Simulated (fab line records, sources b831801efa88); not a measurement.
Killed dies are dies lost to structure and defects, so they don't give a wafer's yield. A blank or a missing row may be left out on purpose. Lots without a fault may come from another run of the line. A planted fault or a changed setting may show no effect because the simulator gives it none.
A struck lot beside a sound one | flow sky130 | 18 steps out of a route of 708
Sound: wafers L279.1, L279.2, L279.5. Struck: wafer L291.4. (L291.6 of the same lot was not struck and is left out.) The cause comes at the end.
At each step with rows: each side's tool, then ch and its chambers, then its first start. Under that, the readings that differ: sound wafers | struck wafers | difference of the means | sigmas: that difference in standard deviations of wafers without a fault.
alike: readings whose means differ by less than 2 such deviations, and words and numbers that are the same on both sides. not compared: withheld readings, readings that some wafer has no value for, bounds like >300 that may hide the same value, and numbers for which the record gives no deviation and whose values overlap.
The two part at a step that has a row with sigmas, a row that says differs or no value, or rows on one side only. Numbers that don't overlap but have no deviation are shown without sigmas and don't part them. A reading that every wafer of one side lacks parts them only if that side has two wafers or more.

first, 1 step without rows for these wafers: SKY_FIELD_ISO_DEVELOP_12 (develop time 60 s).
SKY_FIELD_ISO_CD_MEAS_13: target cd 150 nm.
  sound on cd_sem-02, day 3 07:02; struck on cd_sem-02, day 5 22:56
  alike: cd_nm
SKY_FIELD_ISO_ETCH_14: etches BARC in N2/H2, stops on SiO2, time 45.9 s, target depth 60 nm.
  sound on rie_diel-03 ch 1,2, day 3 07:09; struck on rie_diel-03 ch 2, day 5 23:00
  alike: drypump_motor_current_A, oes_product_au, rf_fwd_power_W, throttle_valve_pct
  not compared: rf_hours_counter_h
SKY_FIELD_ISO_ETCH_15: etches the open film in CHF3/O2, stops on Si, target depth 180 nm, time 72 s.
  sound on rie_diel-03 ch 1,2, day 3 07:12; struck on rie_diel-03 ch 2, day 5 23:03
  alike: drypump_motor_current_A, oes_product_au, rf_fwd_power_W, throttle_valve_pct
  not compared: rf_hours_counter_h
SKY_FIELD_ISO_STRIP_16: strips in O2/N2.
  sound on plasma_asher-01 ch 0,1, day 3 07:15; struck on plasma_asher-02 ch 0, day 5 23:08
  reading                      | sound             | struck | difference | sigmas
  strip_time_to_endpoint_s (s) | 3.549 3.593 3.580 | 3.514  | -0.060     | -2
  alike: drypump_motor_current_A, o2_flow_sccm, oes_product_au
  not compared: rf_hours_counter_h
SKY_FIELD_ISO_ETCH_17: etches Si in HBr/Cl2/O2, target depth 342 nm, time 97.7 s.
  sound on rie_si-01 ch 0,1, day 3 07:21; struck on rie_si-01 ch 2, day 5 23:14
  alike: drypump_motor_current_A, oes_product_au, rf_fwd_power_W, throttle_valve_pct
  not compared: rf_hours_counter_h
then, 5 steps without rows for these wafers: SKY_FIELD_ISO_WET_ETCH_18 (etches Si3N4 in H3PO4, target depth 25 nm, time 286 s); SKY_FIELD_ISO_CLEAN_19 (cleans in SC1/SC2, time 150 s); SKY_FIELD_ISO_CLEAN_20 (cleans in dHF, time 20 s); SKY_FIELD_ISO_WET_ETCH_21 (etches SiO2 in dHF, target depth 20 nm, time 400 s); SKY_FIELD_ISO_OXIDATION_22 (stabilise 600 s, purge 300 s, target thk 10 nm).
SKY_FIELD_ISO_THK_MEAS_23:
  sound on film_metro-02, day 3 08:53; struck on film_metro-04, day 6 06:14
  alike: FIELD_ISO_OXIDATION_01_THK
SKY_FIELD_ISO_CVD_24: deposits SiO2, target thk 595 nm, time 99.2 s.
  sound on hdpcvd-02 ch 0,2, day 3 08:56; struck on hdpcvd-01 ch 1, day 6 06:17
  reading                                    | sound             | struck | difference | sigmas
  model.SiO2_of_FIELD_ISO_CVD_24.thk_nm (nm) | 586.6 587.6 598.5 | 1141   | +550       |
SKY_FIELD_ISO_THK_MEAS_25:
  sound on film_metro-04, day 3 09:01; struck on film_metro-01, day 6 06:22
  reading                   | sound       | struck | difference | sigmas
  FIELD_ISO_CVD_24_THK (nm) | 586 588 599 | 1141   | +550       | +96
then, 1 step without rows for these wafers: SKY_FIELD_ISO_ANNEAL_26 (time 1800 s).
SKY_FIELD_ISO_CMP_27: polishes, stops on Si3N4, t overpolish 16 s, target thk 457.8 nm.
  sound on cmp-01 ch 0,2,3, day 3 10:35; struck on cmp-02 ch 0, day 6 10:55
  reading                      | sound             | struck | difference | sigmas
  retaining_ring_pressure_frac | 0.986 1.003 0.996 | 1.013  | +0.018     | +4
  time_to_endpoint_s (s)       | 112 119 120       | 211    | +94        | +26
  alike: motor_current_A
then, 1 step without rows for these wafers: SKY_FIELD_ISO_WET_ETCH_28 (etches SiO2 in dHF, target depth 23.7 nm, time 47 s).
-- the record jumps here: 44 days lie between the struck wafers' starts before and after (it left off in module FIELD_ISO and takes up again in module PAD_OPEN, whose first step shown is number 708 of the route) --
SKY_PAD_OPEN_PROBE_99:
  sound on prober-02, day 47 17:08; struck on prober-01, day 50 07:06
  reading             | sound   | struck | difference | sigmas
  killed_at_front_end | 14 8 11 | 23     | +12        | +3
  alike: killed_at_M0_to_M3, killed_at_M4_up, killed_at_contacts, killed_at_other, killed_dies, killed_on_rim, killed_open, killed_short

WHERE THEY PART
First at SKY_FIELD_ISO_STRIP_16; last, within this record, at SKY_PAD_OPEN_PROBE_99.

WHY: what the simulator had put in
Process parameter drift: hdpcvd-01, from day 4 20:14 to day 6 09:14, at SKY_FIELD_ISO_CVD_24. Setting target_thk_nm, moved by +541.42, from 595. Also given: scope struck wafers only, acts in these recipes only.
